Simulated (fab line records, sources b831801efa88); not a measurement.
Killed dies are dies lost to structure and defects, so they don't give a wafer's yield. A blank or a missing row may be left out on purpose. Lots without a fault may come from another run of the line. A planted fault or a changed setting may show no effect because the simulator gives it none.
Problem report in the 8D (eight disciplines) form, filled by code | flow sky130 | the parts of the form that need people (team, actions taken, sign-off) are left out

1. THE PROBLEM
SD_N_RS at SKY_SD_N_RS_MEAS_16 reads a mean of 65.94 ohm/sq on 6 wafers of 2 lots; wafers without a fault read 68.56 ohm/sq with a standard deviation of 0.13. That is -20 standard deviations from the usual mean.
The step: measures by four-point-probe.
First seen on wafer L506.1, day 32 19:01, on film_metro-03. The record holds 33 wafers of 11 lots with a number at this step. Rule for "out", or "out of limits": more than 4 standard deviations from the usual mean. The other wafers with a number count as sound.

2. WHAT IT IS AND WHAT IT IS NOT
question                    | is                     | is not
which readings at this step | SD_N_RS                | -
which lots                  | L506, L508             | L494, L495, L498, L501, L502, L510, L512, L513, L517
which wafers of those lots  | all that have a number | -
read on which gauges        | film_metro-03          | film_metro-01, film_metro-02
when                        | from day 32 19:01      | up to then (15 sound wafers); but 12 sound wafers of L510, L512, L513, L517 came after

3. SUSPECTS, AND WHAT RULES EACH OUT
Counting: a tool at a process step up to the reading stays a suspect if it ran every lot that is out and no sound lot after the first of them.
- the gauge at SKY_SD_N_RS_MEAS_16: ruled out. All the wafers that are out were read on film_metro-03, but those of them that SKY_SD_N_IMPLANT_09 has rows for are out there too, on other tools.
- implanter-01 at SKY_SD_N_IMPLANT_09: kept. It ran every lot that is out, first L506 (day 32 18:20), and no sound lot after that; its last sound lot up to then is L502 (day 31 01:42). Its own readings are out on those wafers: beam_on_s, dose_ions_cm2.
Left after counting: implanter-01 at SKY_SD_N_IMPLANT_09.

4. THE CAUSE (what the simulator had put in)
Process parameter drift: implanter-01, from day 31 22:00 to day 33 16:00, at SKY_SD_N_IMPLANT_09. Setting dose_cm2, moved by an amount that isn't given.
Counting left only this tool.

5. THE CHAIN OF EFFECTS, in route order
Each row: a reading whose mean over the struck wafers that have a number lies more than 3 standard deviations from the usual. Only readings for which the record gives a usual standard deviation are gone through. hours: the time from each lot's start at the first step in this table that gives one to its start at this step, as a median over the lots. sigmas: the change in usual standard deviations.
hours | step                | reading                  | usual        | on struck wafers | change | sigmas
0     | SKY_SD_N_IMPLANT_09 | beam_on_s                | 20.6 s       | 28.2             | +7.6   | +8.4
0     | SKY_SD_N_IMPLANT_09 | dose_ions_cm2            | 4e+15        | 6e+15            | +2e+15 | +99 or more
0     | SKY_SD_N_STRIP_11   | strip_time_to_endpoint_s | 22.52 s      | 23.46            | +0.94  | +24
1     | SKY_SD_N_RS_MEAS_16 | SD_N_RS                  | 68.56 ohm/sq | 65.94            | -2.62  | -20
The process steps in it:
- SKY_SD_N_IMPLANT_09
- SKY_SD_N_STRIP_11: strips in O2/N2.
Later measuring or inspecting steps at which every struck wafer that the step has a row for has a number for every such reading, and none has moved that far: SKY_CONTACT_THK_MEAS_01.

6. WHAT WOULD HAVE CAUGHT IT SOONER
In this record the first reading out of limits at a measuring or inspecting step was taken at day 32 19:01, 21 hours after the fault began at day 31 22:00.
The tool's own readings at SKY_SD_N_IMPLANT_09 were out on every struck wafer that the step has a row for (beam_on_s, dose_ions_cm2): an alarm limit on them would have fired on the first of those.
Of the lots that are out (2), L508 began SKY_SD_N_IMPLANT_09 on implanter-01 after day 32 19:01. A hold on the tool at that time would have spared it.
